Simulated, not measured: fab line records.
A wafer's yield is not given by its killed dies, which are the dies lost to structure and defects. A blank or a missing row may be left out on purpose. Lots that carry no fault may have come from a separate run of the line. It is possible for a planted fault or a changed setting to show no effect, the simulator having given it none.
Check for tools in common + flow gf180mcu + Lots sampled 12, wafers sampled 36

WHY THIS WAS OPENED
2 of 12 lots carry a flag on the reading DNWELL_TW at GF_DNWELL_TW_MEAS_09. Fault-free wafers read 1349, with a standard deviation of 13.
Rule: flag the lot when none of its wafers has a number, or when each of its wafers that has one lies beyond 4 standard deviations from that mean. As for the other lots, they are considered sound.

| lot  | measured    | on            | DNWELL_TW, wafer by wafer | flag    |
|------|-------------|---------------|---------------------------|---------|
| L232 | day 3 00:25 | film metro-01 | 1358 1363 1374            |         |
| L233 | day 3 03:16 | film metro-04 | 1337 1336 1333            |         |
| L235 | day 3 12:55 | film metro-02 | 1339 1341 1349            |         |
| L236 | day 3 21:23 | film metro-04 | 1338 1335 1343            |         |
| L237 | day 4 00:31 | film metro-01 | 1371 1365 1373            |         |
| L239 | day 4 07:34 | film metro-04 | 1337 1333 1338            |         |
| L243 | day 5 03:39 | film metro-04 | 1338 1338 1341            |         |
| L244 | day 5 11:47 | film metro-01 | 1697 1704 1694            | FLAGGED |
| L246 | day 5 21:00 | film metro-01 | 1372 1366 1376            |         |
| L250 | day 6 17:56 | film metro-02 | 1674 1684 1691            | FLAGGED |
| L251 | day 6 23:03 | film metro-04 | 1344 1345 1337            |         |
| L252 | day 7 04:35 | film metro-02 | 1341 1338 1341            |         |
Average over the flagged lots: 1691; offset from the usual +342, equal to +26 standard deviations.

TOOL THAT RAN EACH LOT
3 process steps preceding the reading are held in the record, out of 602 steps in the route. In each cell: the tool, then ch and the chambers that the sampled wafers went through, then the start.
| lot  | flag    | GF_STI_ETCH_13                    | GF_STI_ETCH_14                  | GF_DNWELL_IMPLANT_07           |
|------|---------|-----------------------------------|---------------------------------|--------------------------------|
| L232 |         | rie diel-04 ch 1,2, day 2 05:32   | rie si-02 ch 0,1,2, day 2 05:37 | implanter-03 ch 0, day 3 00:11 |
| L233 |         | rie diel-04 ch 1,2, day 2 08:44   | rie si-01 ch 1,2,3, day 2 08:49 | implanter-01 ch 0, day 3 03:04 |
| L235 |         | rie diel-02 ch 0,3, day 2 16:33   | rie si-01 ch 0,2,3, day 2 16:38 | implanter-01 ch 0, day 3 12:40 |
| L236 |         | rie diel-03 ch 0,1, day 3 00:03   | rie si-01 ch 0,2, day 3 00:08   | implanter-01 ch 0, day 3 21:08 |
| L237 |         | rie diel-03 ch 2,3, day 3 04:56   | rie si-01 ch 1,3, day 3 05:01   | implanter-04 ch 0, day 4 00:16 |
| L239 |         | rie diel-03 ch 1,2,3, day 3 14:00 | rie si-02 ch 0,2,3, day 3 14:05 | implanter-03 ch 0, day 4 07:20 |
| L243 |         | rie diel-03 ch 0,2,3, day 4 09:56 | rie si-01 ch 0,3, day 4 10:01   | implanter-03 ch 0, day 5 03:24 |
| L244 | FLAGGED | rie diel-02 ch 1,2,3, day 4 15:39 | rie si-01 ch 2,3, day 4 15:44   | implanter-03 ch 0, day 5 11:11 |
| L246 |         | rie diel-04 ch 1,2,3, day 5 01:02 | rie si-02 ch 0,1, day 5 01:07   | implanter-01 ch 0, day 5 20:45 |
| L250 | FLAGGED | rie diel-04 ch 0,2,3, day 5 21:52 | rie si-01 ch 1,2,3, day 5 21:57 | implanter-01 ch 0, day 6 17:18 |
| L251 |         | rie diel-03 ch 1,2, day 6 03:23   | rie si-01 ch 0,1,3, day 6 03:28 | implanter-04 ch 0, day 6 22:48 |
| L252 |         | rie diel-02 ch 0,1,2, day 6 08:25 | rie si-01 ch 0,1,2, day 6 08:30 | implanter-01 ch 0, day 7 04:22 |
What these steps do:
- GF_STI_ETCH_13: etches the open film in CHF3/O2, stops on Si, target depth 282.31 nm, time 112.9 s.
- GF_STI_ETCH_14: etches Si in HBr/Cl2/O2, target depth 360 nm, time 102.9 s.
- GF_DNWELL_IMPLANT_07
- GF_DNWELL_TW_MEAS_09

FLAGGED AGAINST TOTAL, ONE TOOL AT A TIME (gauges that did the reading follow at the end)
| step                 | tool          | lots run | flagged | share of the flagged lots | sound lots run after its first flagged lot |
|----------------------|---------------|----------|---------|---------------------------|--------------------------------------------|
| GF_STI_ETCH_13       | rie diel-02   | 3        | 1       | some                      | 1 (L252)                                   |
| GF_STI_ETCH_13       | rie diel-03   | 5        | 0       | none                      | -                                          |
| GF_STI_ETCH_13       | rie diel-04   | 4        | 1       | some                      | 0                                          |
| GF_STI_ETCH_14       | rie si-01     | 9        | 2       | all                       | 2 (L251,L252)                              |
| GF_STI_ETCH_14       | rie si-02     | 3        | 0       | none                      | -                                          |
| GF_DNWELL_IMPLANT_07 | implanter-01  | 6        | 1       | some                      | 1 (L252)                                   |
| GF_DNWELL_IMPLANT_07 | implanter-03  | 4        | 1       | some                      | 0                                          |
| GF_DNWELL_IMPLANT_07 | implanter-04  | 2        | 0       | none                      | -                                          |
| GF_DNWELL_TW_MEAS_09 | film metro-01 | 4        | 1       | some                      | 1 (L246)                                   |
| GF_DNWELL_TW_MEAS_09 | film metro-02 | 3        | 1       | some                      | 1 (L252)                                   |
| GF_DNWELL_TW_MEAS_09 | film metro-04 | 5        | 0       | none                      | -                                          |

THE TABLE: WHAT IT ALLOWS
Rows of the table that ran each flagged lot: 1, that is rie si-01 at GF_STI_ETCH_14.
- rie si-01 at GF_STI_ETCH_14 ran 9 lots, 2 of them flagged. Sound lots followed the first flagged one (L251, L252) on it, something a lasting fault affecting the whole tool could not allow.
Not one row of the table ran every flagged lot while running no sound lot after the first.

WHAT THE SIMULATOR PUT IN
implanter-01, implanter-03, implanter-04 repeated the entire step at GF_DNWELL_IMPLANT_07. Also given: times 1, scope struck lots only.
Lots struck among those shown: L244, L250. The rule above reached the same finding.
